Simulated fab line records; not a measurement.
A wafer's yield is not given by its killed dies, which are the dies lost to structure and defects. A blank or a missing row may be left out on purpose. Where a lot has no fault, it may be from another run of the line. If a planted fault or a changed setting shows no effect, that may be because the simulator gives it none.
Split-lot experiment + flow sky130 + route with 708 steps; 5 lots, 23 wafers read

ABOUT THE SPLIT
At SKY_METAL4_SPUTTER_00 (material Ti, target thk 15 nm, time 10 s), the setting power_w was moved away from the recipe's 3000 W on 10 of the 23 wafers read, by -11.8% to +11.8%. This setting was run at the recipe's value on the other wafers.

The split's own step is where the reading is taken.

THE READING
Ti_of_METAL4_SPUTTER_00.thk_nm (the simulator's own value, which no gauge read), in nm, at SKY_METAL4_SPUTTER_00 (material Ti, target thk 15 nm, time 10 s). The file does not state a usual value for it. The 13 wafers here that ran the recipe average 15.03 nm, standard deviation 0.12 nm.

| wafer  | tool, chamber at the split | power_w as run, W | against the recipe | Ti_of_METAL4_SPUTTER_00.thk_nm, nm | against lot-mates on the recipe |
|--------|----------------------------|-------------------|--------------------|------------------------------------|---------------------------------|
| L077.1 | pvd_sputter-02, -          | 3000              | recipe             | 14.9                               | -                               |
| L077.4 | pvd_sputter-02, -          | 3000              | recipe             | 15.07                              | -                               |
| L077.6 | pvd_sputter-02, -          | 3000              | recipe             | 15.08                              | -                               |
| L078.1 | pvd_sputter-03, -          | 3000              | recipe             | 14.97                              | -                               |
| L078.2 | pvd_sputter-03, -          | 2645              | -11.8%             | 13.29                              | -1.70                           |
| L078.4 | pvd_sputter-03, -          | 2645              | -11.8%             | 12.88                              | -2.11                           |
| L078.5 | pvd_sputter-03, -          | 3000              | recipe             | 15.01                              | -                               |
| L078.6 | pvd_sputter-03, -          | 2645              | -11.8%             | 13.24                              | -1.75                           |
| L081.1 | pvd_sputter-04, -          | 3232              | +7.7%              | 16.46                              | +1.31                           |
| L081.2 | pvd_sputter-04, -          | 3232              | +7.7%              | 16.19                              | +1.04                           |
| L081.3 | pvd_sputter-04, -          | 3000              | recipe             | 15.1                               | -                               |
| L081.4 | pvd_sputter-04, -          | 3000              | recipe             | 15.19                              | -                               |
| L081.5 | pvd_sputter-04, -          | 3000              | recipe             | 15.16                              | -                               |
| L083.1 | pvd_sputter-03, -          | 3000              | recipe             | 14.8                               | -                               |
| L083.3 | pvd_sputter-03, -          | 3353              | +11.8%             | 16.88                              | +1.89                           |
| L083.4 | pvd_sputter-03, -          | 3353              | +11.8%             | 16.81                              | +1.82                           |
| L083.5 | pvd_sputter-03, -          | 3000              | recipe             | 15.18                              | -                               |
| L083.6 | pvd_sputter-03, -          | 3353              | +11.8%             | 16.58                              | +1.59                           |
| L082.2 | pvd_sputter-02, -          | 2708              | -9.7%              | 13.44                              | -1.56                           |
| L082.3 | pvd_sputter-02, -          | 3000              | recipe             | 15.08                              | -                               |
| L082.4 | pvd_sputter-02, -          | 2708              | -9.7%              | 13.45                              | -1.55                           |
| L082.5 | pvd_sputter-02, -          | 3000              | recipe             | 15.04                              | -                               |
| L082.6 | pvd_sputter-02, -          | 3000              | recipe             | 14.87                              | -                               |

FIT RESULTS
A straight line over all 23 wafers: Ti_of_METAL4_SPUTTER_00.thk_nm changes by +0.156 nm for each +1% of power_w; r = +0.99; the points scatter about the line by 0.14 nm.
The same after taking each lot's own level away (the mean of its wafers on the recipe; 23 wafers): +0.154 nm for each +1%; r = +0.99; scatter 0.12 nm.
Per that fit: largest power_w move, reading shift of 1.8 nm.
The span of the lots' own levels, 14.990 to 15.150 nm, comes to 1.4 times the standard deviation stated above.
The two slopes agree, so the slope changes little with the lot-to-lot level.
Check: -1.87 nm against its lot-mates is what the line predicts for one of the wafers moved furthest among these (-11.8%) when that wafer is left out of the fit. It came out at -1.7 nm against them.

ADDITIONAL SPLITS CARRIED BY THESE WAFERS
These wafers also went through other splits before the reading. Each is held against what the fit with the lots' levels taken away leaves over:
| other split on the same wafers | wafers away from the commonest value | r with Ti_of_METAL4_SPUTTER_00.thk_nm (lot level and that fit taken away) |
|--------------------------------|--------------------------------------|---------------------------------------------------------------------------|
| SKY_METAL3_ETCH_17 time_s      | 5                                    | -0.31                                                                     |
| SKY_VIA3_DEVELOP_11 dev_temp_c | 12                                   | -0.47                                                                     |

THE FILE'S OWN FIT
Ti_of_METAL4_SPUTTER_00.thk_nm changes by +0.155 nm for each +1% of power_w, r = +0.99.
